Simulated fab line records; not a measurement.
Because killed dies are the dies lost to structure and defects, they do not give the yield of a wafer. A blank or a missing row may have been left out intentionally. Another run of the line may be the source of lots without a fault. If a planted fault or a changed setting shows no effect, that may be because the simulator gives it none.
Problem report in the 8D (eight disciplines) form, filled by code	flow gf180mcu	the parts of the form that need people (team, actions taken, sign-off) are left out

## 1. PROBLEM STATEMENT
Mean TOP_METAL_ALCU_RS at GF_TOP_METAL_RS_MEAS_05: 0.0370 ohm/sq over 6 wafers in 2 lots; fault-free wafers: 0.0329 ohm/sq, standard deviation 0.00036. That puts it +11 standard deviations away from the usual mean.
The step: measures by four-point-probe.
First seen on wafer L627.1, day 31 20:04, on film metro-02. The record holds 33 wafers of 11 lots with a number at this step. By rule, "out" or "out of limits" means more than 4 standard deviations away from the usual mean. Any other wafer with a number is counted as sound.

## 2. WHAT IT IS, AND WHAT IT ISN'T
question	is	is not
which readings at this step	TOP_METAL_ALCU_RS	-
which lots	L627, L629	L612, L613, L614, L616, L618, L619, L620, L621, L633
which wafers of those lots	all that have a number	-
read on which gauges	film metro-02	film metro-01, film metro-04
when	from day 31 20:04	up to then (24 sound wafers); but 3 sound wafers of L633 came after

## 3. WHAT RULES OUT EACH SUSPECT
Counting: a tool stays on the suspect list if, at a process step up to the reading, it processed all lots that are out and no sound lot following the first of them.
- ruled out: the gauge at GF_TOP_METAL_RS_MEAS_05. All the wafers that are out were read on film metro-02, but those of them that GF_TOP_METAL_SPUTTER_02 has rows for are out there too, on other tools.
- pecvd-04 at GF_V5_CVD_02 (deposits SiO2 from TEOS, target thk 1450 nm, time 163.28 s): kept. All lots that are out passed through it, beginning with L627 at day 31 00:29, and no sound lot followed; its final sound lot before that point was L621 at day 29 15:47.
- pvd sputter-04 at GF_TOP_METAL_SPUTTER_02 (material AlCu, target thk 900 nm, time 47.82 s): kept. All lots that are out passed through it, beginning with L627 at day 31 19:59, and no sound lot followed; its final sound lot before that point was L616 at day 28 14:53. On those wafers its own readings are out: cathode dc power W.
After counting, pecvd-04 at GF_V5_CVD_02 and pvd sputter-04 at GF_TOP_METAL_SPUTTER_02 remain.

## 4. THE CAUSE (what the simulator had put in)
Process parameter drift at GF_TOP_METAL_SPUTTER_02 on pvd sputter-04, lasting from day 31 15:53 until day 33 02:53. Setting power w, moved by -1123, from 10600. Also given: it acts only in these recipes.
This tool is one of the 2 suspects left after counting.

## 5. THE EFFECT CHAIN, in route order
Each row: a reading where the mean over the struck wafers with a number is more than 3 standard deviations away from the usual. Scope: only readings with a usual standard deviation given in the record; hours: median across lots of the time from each lot's start at the first step in this table that gives one to its start at this step; sigmas: change in usual standard deviations.
hours	step	reading	usual	on struck wafers	change	sigmas
0	GF_TOP_METAL_SPUTTER_02	cathode dc power W	10600 W	9477	-1123	-99 or more
0	GF_TOP_METAL_RS_MEAS_05	TOP_METAL_ALCU_RS	0.0329 ohm/sq	0.0370	+0.0041	+11
0	GF_TOP_METAL_THK_MEAS_06	TOP_METAL_ALCU_THK	910 nm	810	-100	-8.3
17	GF_TOP_METAL_METAL_ETCH_16	oes product au	0.963 a.u.	0.906	-0.057	-8.9
17	GF_TOP_METAL_METAL_ETCH_16	throttle valve pct	28.259 %	28.326	+0.067	+6.1
Its process steps:
- GF_TOP_METAL_SPUTTER_02: material AlCu, target thk 900 nm, time 47.82 s.
- GF_TOP_METAL_METAL_ETCH_16: etches the open film in Cl2/BCl3, stops on SiO2, target depth 1077.5 nm, time 179.6 s.

## 6. WHAT WOULD HAVE CAUGHT IT SOONER
4 hours passed between the start of the fault at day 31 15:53 and the first reading out of limits at a measuring or inspecting step in this record, taken at day 31 20:04.
At GF_TOP_METAL_SPUTTER_02, the tool's own readings (cathode dc power W) were out on each struck wafer the step has a row for, so an alarm limit on them would have fired on the first such wafer.
L629, from the lots that are out (2), started GF_TOP_METAL_SPUTTER_02 on pvd sputter-04 later than day 31 20:04. Putting the tool on hold at that point would have spared it.
